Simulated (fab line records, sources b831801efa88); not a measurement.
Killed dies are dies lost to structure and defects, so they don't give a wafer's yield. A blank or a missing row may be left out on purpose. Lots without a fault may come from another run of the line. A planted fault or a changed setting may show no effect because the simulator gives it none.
A struck lot beside a sound one | flow sfq_line | 15 steps out of a route of 325
Sound: wafers L444.1, L444.2, L444.6. Struck: wafer L454.5. (L454.4, L454.6 of the same lot were not struck and are left out.) The cause comes at the end.
At each step with rows: each side's tool, then ch and its chambers, then its first start. Under that, the readings that differ: sound wafers | struck wafers | difference of the means | sigmas: that difference in standard deviations of wafers without a fault.
alike: readings whose means differ by less than 2 such deviations, and words and numbers that are the same on both sides. not compared: withheld readings, readings that some wafer has no value for, bounds like >300 that may hide the same value, and numbers for which the record gives no deviation and whose values overlap.
The two part at a step that has a row with sigmas, a row that says differs or no value, or rows on one side only. Numbers that don't overlap but have no deviation are shown without sigmas and don't part them. A reading that every wafer of one side lacks parts them only if that side has two wafers or more.

first, 1 step without rows for these wafers: SFQ_TRILAYER_M2_STRIP_SOLV_CLEAN_062 (cleans in NMP, time 600 s).
SFQ_TRILAYER_I2_DEP_PECVD_063: deposits SiO2 from SiH4/N2O, time 111.11 s, target thk 500 nm.
  sound on pecvd-02 ch 1,2, day 27 13:06; struck on pecvd-02 ch 1, day 36 09:40
  alike: heater_power_w, susceptor_temp_C, throttle_valve_pct
SFQ_TRILAYER_I2_CMP_CMP_064: polishes SiO2.
  sound on cmp-01 ch 2,3, day 27 15:35; struck on cmp-01 ch 0, day 36 13:43
  alike: motor_current_A, time_to_endpoint_s
SFQ_I2_BOW_MEAS_917:
  sound on film_metro-04, day 27 18:35; struck on film_metro-02, day 36 15:16
  alike: I2_BOW
SFQ_TRILAYER_I2_METRO_MEASURE_065:
  sound on film_metro-04, day 27 18:42; struck on film_metro-02, day 36 15:56
  alike: thk_nm
then, 6 steps without rows for these wafers: SFQ_TRILAYER_I2_VIA_LITHO_COAT_072 (resist thk 62 nm); SFQ_TRILAYER_I2_VIA_LITHO_COAT_067 (resist thk 650 nm); SFQ_TRILAYER_I2_VIA_LITHO_SOFTBAKE_071; SFQ_TRILAYER_I2_VIA_LITHO_EXPOSE_068 (exposes mask I2, target cd 500 nm); SFQ_TRILAYER_I2_VIA_LITHO_PEB_070 (peb time 60 s); SFQ_TRILAYER_I2_VIA_LITHO_DEVELOP_069 (time 60 s).
-- the record jumps here: 6 days lie between the struck wafers' starts before and after --
SFQ_I2_OVL_MEAS_918:
  sound on overlay-01, day 33 19:47; struck on overlay-01, day 42 14:15
  alike: I2_OVL
SFQ_TRILAYER_I2_VIA_BARC_OPEN_VIA_ETCH_096: etches BARC in O2, target depth 125 nm, time 41.7 s.
  sound on rie_diel-04 ch 0,1,3, day 33 19:49; struck on rie_diel-04 ch 0, day 42 14:16
  reading                                                 | sound             | struck | difference | sigmas
  oes_product_au (a.u.)                                   | 0.680 0.688 0.683 | 0.737  | +0.053     | +12
  run_length_s (s)                                        | 70.1 69.6 70.6    | 66.4   | -3.7       | -8
  model.KrF_of_TRILAYER_I2_VIA_LITHO_COAT_067.thk_nm (nm) | 574 575.6 574.9   | 578.3  | +3.5       |
  alike: drypump_motor_current_A
  not compared: rf_hours_counter_h
SFQ_TRILAYER_I2_VIA_ETCH_VIA_ETCH_070: etches SiO2 in CHF3, stops on Nb, target depth 260 nm.
  sound on rie_diel-04 ch 0,1,3, day 33 19:52; struck on rie_diel-04 ch 0, day 42 14:19
  reading                                                 | sound             | struck | difference | sigmas
  model.KrF_of_TRILAYER_I2_VIA_LITHO_COAT_067.thk_nm (nm) | 529.6 531.1 531.3 | 534.5  | +3.8       |
  alike: drypump_motor_current_A, oes_product_au
SFQ_TRILAYER_I2_VIA_STRIP_STRIP_071: strips in O2.
  sound on rie_metal-04 ch 0,1, day 33 19:58; struck on rie_metal-04 ch 0, day 42 14:37
  alike: drypump_motor_current_A, oes_product_au
  not compared: rf_hours_counter_h

WHERE THEY PART
Only at SFQ_TRILAYER_I2_VIA_BARC_OPEN_VIA_ETCH_096, within this record. Later steps at which nothing parts them and some readings are alike: SFQ_TRILAYER_I2_VIA_ETCH_VIA_ETCH_070, SFQ_TRILAYER_I2_VIA_STRIP_STRIP_071.

WHY: what the simulator had put in
Process parameter drift: rie_diel-04, from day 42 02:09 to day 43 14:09, at SFQ_TRILAYER_I2_VIA_BARC_OPEN_VIA_ETCH_096. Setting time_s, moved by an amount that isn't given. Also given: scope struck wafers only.
